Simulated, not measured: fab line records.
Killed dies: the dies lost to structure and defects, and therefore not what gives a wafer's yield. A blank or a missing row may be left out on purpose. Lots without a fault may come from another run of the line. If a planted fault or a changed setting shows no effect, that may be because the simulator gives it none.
Matching of chambers || flow sky130 || cmp-02 running SKY_VIA1_CMP_02: 4 sister chambers
The step polishes SiO2. 8 wafers are shown with their chamber, then 8 later ones without.

EACH WAFER AND ITS CHAMBER
{"wafer": "L419.2", "chamber": 0, "motor-current-A (A)": 16.4, "slurry-flow-ml-min": 149.3}
{"wafer": "L421.5", "chamber": 0, "motor-current-A (A)": 16.4, "slurry-flow-ml-min": 149.7}
{"wafer": "L420.4", "chamber": 2, "motor-current-A (A)": 11.1, "slurry-flow-ml-min": 150.3}
{"wafer": "L420.6", "chamber": 3, "motor-current-A (A)": 11.0, "slurry-flow-ml-min": 150.0}
{"wafer": "L432.2", "chamber": 1, "motor-current-A (A)": 11.9, "slurry-flow-ml-min": 149.5}
{"wafer": "L432.4", "chamber": 3, "motor-current-A (A)": 10.8, "slurry-flow-ml-min": 149.9}
{"wafer": "L432.5", "chamber": 2, "motor-current-A (A)": 11.1, "slurry-flow-ml-min": 149.9}
{"wafer": "L435.3", "chamber": 1, "motor-current-A (A)": 12.0, "slurry-flow-ml-min": 150.0}

WAFERS MISSING THEIR CHAMBER
{"wafer": "L435.4", "motor-current-A (A)": 11.5, "slurry-flow-ml-min": 150.0}
{"wafer": "L435.6", "motor-current-A (A)": 11.3, "slurry-flow-ml-min": 150.1}
{"wafer": "L436.1", "motor-current-A (A)": 12.2, "slurry-flow-ml-min": 149.5}
{"wafer": "L436.2", "motor-current-A (A)": 15.5, "slurry-flow-ml-min": 150.1}
{"wafer": "L436.4", "motor-current-A (A)": 11.5, "slurry-flow-ml-min": 150.1}
{"wafer": "L439.1", "motor-current-A (A)": 11.2, "slurry-flow-ml-min": 149.6}
{"wafer": "L439.2", "motor-current-A (A)": 16.6, "slurry-flow-ml-min": 150.5}
{"wafer": "L439.6", "motor-current-A (A)": 11.1, "slurry-flow-ml-min": 150.6}

WHICH CHAMBER EACH ONE RAN IN
{"wafer": "L435.4", "from the rows above": "can't be placed: 2 or 1", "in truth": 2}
{"wafer": "L435.6", "from the rows above": 2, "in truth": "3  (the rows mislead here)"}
{"wafer": "L436.1", "from the rows above": 1, "in truth": 1}
{"wafer": "L436.2", "from the rows above": 0, "in truth": 0}
{"wafer": "L436.4", "from the rows above": "can't be placed: 2 or 1", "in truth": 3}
{"wafer": "L439.1", "from the rows above": "can't be placed: 2 or 3", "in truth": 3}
{"wafer": "L439.2", "from the rows above": 0, "in truth": 0}
{"wafer": "L439.6", "from the rows above": "can't be placed: 2 or 3", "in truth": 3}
3 of 8 placed correctly. From these rows, 4 cannot be placed; in 3 the true chamber is one of the candidates. 1 placed wrongly.
How it was worked out, from the rows above alone: a wafer's distance from a chamber is the root of the sum, over the readings, of the square of ((its reading less the chamber's mean) divided by the reading's scatter). If the next closest chamber is less than 2 further off than the closest, the wafer can't be placed; otherwise it belongs to the closest. The mean given for a chamber averages the wafers shown for that chamber. The scatter is the square root of a quotient: the sum, over the shown wafers, of each reading's squared deviation from its chamber's mean, divided by wafers minus chambers.
